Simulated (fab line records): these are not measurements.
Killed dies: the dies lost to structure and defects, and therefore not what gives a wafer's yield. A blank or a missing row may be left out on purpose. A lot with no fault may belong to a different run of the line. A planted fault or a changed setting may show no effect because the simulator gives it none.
Struck lot and sound lot, side by side ; flow sky130 ; 16 out of 708 route steps
Sound: the wafers L439.3, L439.5, L439.6. Wafers L441.4, L441.6 were the ones struck. The cause is named last.
For every step that has rows: the tool of each side, followed by ch and its chambers, followed by its first start. Under that, the readings that differ: sound wafers ; struck wafers ; difference of the means ; sigmas: that difference in standard deviations of wafers without a fault.
alike: a reading whose means differ by less than 2 such deviations, as well as words and numbers matching on both sides. not compared: withheld readings; readings where some wafer has no value; bounds like >300 that might hide an equal value; numbers whose values overlap and for which the record gives no deviation.
A row with sigmas, a row that says differs or no value, or rows on one side alone: a step with any of these is where the two part. When numbers do not overlap yet have no deviation, they are printed without sigmas and do not part them. A reading missing from all wafers of one side parts the sides only when that side holds two or more wafers.

first, 1 step without rows for these wafers: SKY_POLY_CUT_DEVELOP_07 (develop time 60 s).
SKY_POLY_CUT_CD_MEAS_08: target cd 270 nm.
  struck on cdSem-02, day 28 07:32; sound on cdSem-02, day 27 05:07
  alike: cdNm
SKY_POLY_CUT_OVL_MEAS_09:
  struck on overlay-02, day 28 07:37; sound on overlay-02, day 27 05:12
  alike: POLY_CUT_OVL
SKY_POLY_CUT_ETCH_10: etches BARC in N2/H2, stops on SiO2, time 45.9 s, target depth 60 nm.
  sound on rieDiel-04 ch 0,1,2, day 27 05:14; struck on rieDiel-04 ch 0, day 28 07:38
  alike: biasW, drypumpMotorCurrentA, oesProductAu, throttleValvePct
  not compared: rfHoursCounterH
SKY_POLY_CUT_ETCH_11: etches Si3N4 in CF4/CH2F2/Ar, stops on poly-Si, time 42.5 s, target depth 60 nm.
  sound on rieDiel-04 ch 0,1,2, day 27 05:16; struck on rieDiel-04 ch 0, day 28 07:40
  alike: biasW, drypumpMotorCurrentA, oesProductAu, throttleValvePct
  not compared: rfHoursCounterH
SKY_POLY_CUT_STRIP_12: strips in O2/N2.
  sound on plasmaAsher-04 ch 0,1, day 27 05:20; struck on plasmaAsher-02 ch 1, day 28 07:44
reading;sound;struck;difference;sigmas
drypumpMotorCurrentA (A);5.6 5.7 6.1;5.2 5.1;-0.6;-2
  alike: oesProductAu, stripTimeToEndpointS
  not compared: rfHoursCounterH
then, 6 steps without rows for these wafers: SKY_SD_P_DEHYDRATE_00 (time 60 s); SKY_SD_P_HMDS_01 (prime time 60 s); SKY_SD_P_COAT_02 (resist thk 1140 nm); SKY_SD_P_SOFTBAKE_03 (time 60 s); SKY_SD_P_EXPOSE_04 (exposes mask PSDM, target cd 380 nm); SKY_SD_P_PEB_05.
SKY_SD_P_DEVELOP_06: develop time 60 s.
  sound on lithoTrack-03 ch 0, day 28 09:32; struck on lithoTrack-01 ch 0, day 29 11:40
SKY_SD_P_CD_MEAS_07: target cd 380 nm.
  struck on cdSem-01, day 29 11:48; sound on cdSem-02, day 28 09:41
reading;sound;struck;difference;sigmas
cdNm (nm);383.2 384.1 383.4;349.5 348.7;-34.5;-13
SKY_SD_P_OVL_MEAS_08:
  struck on overlay-01, day 29 11:53; sound on overlay-02, day 28 09:46
  alike: SD_P_OVL
-- the record jumps here: 19 days lie between the struck wafers' starts before and after (it left off in module SD_P and takes up again in module PAD_OPEN, whose first step shown is number 708 of the route) --
SKY_PAD_OPEN_PROBE_99:
  struck on prober-01, day 48 15:28; sound on prober-01, day 47 20:37
  alike: killed_at_M0_to_M3, killed_at_M4_up, killedAtContacts, killedAtFrontEnd, killedAtOther, killedDies, killedOpen, killedShort

== WHERE THEY PART ==
Earliest at SKY_POLY_CUT_STRIP_12; latest, in this record, at SKY_SD_P_CD_MEAS_07. Later steps at which nothing parts them and some readings are alike: SKY_SD_P_OVL_MEAS_08, SKY_PAD_OPEN_PROBE_99.

WHY: the cause the simulator had injected
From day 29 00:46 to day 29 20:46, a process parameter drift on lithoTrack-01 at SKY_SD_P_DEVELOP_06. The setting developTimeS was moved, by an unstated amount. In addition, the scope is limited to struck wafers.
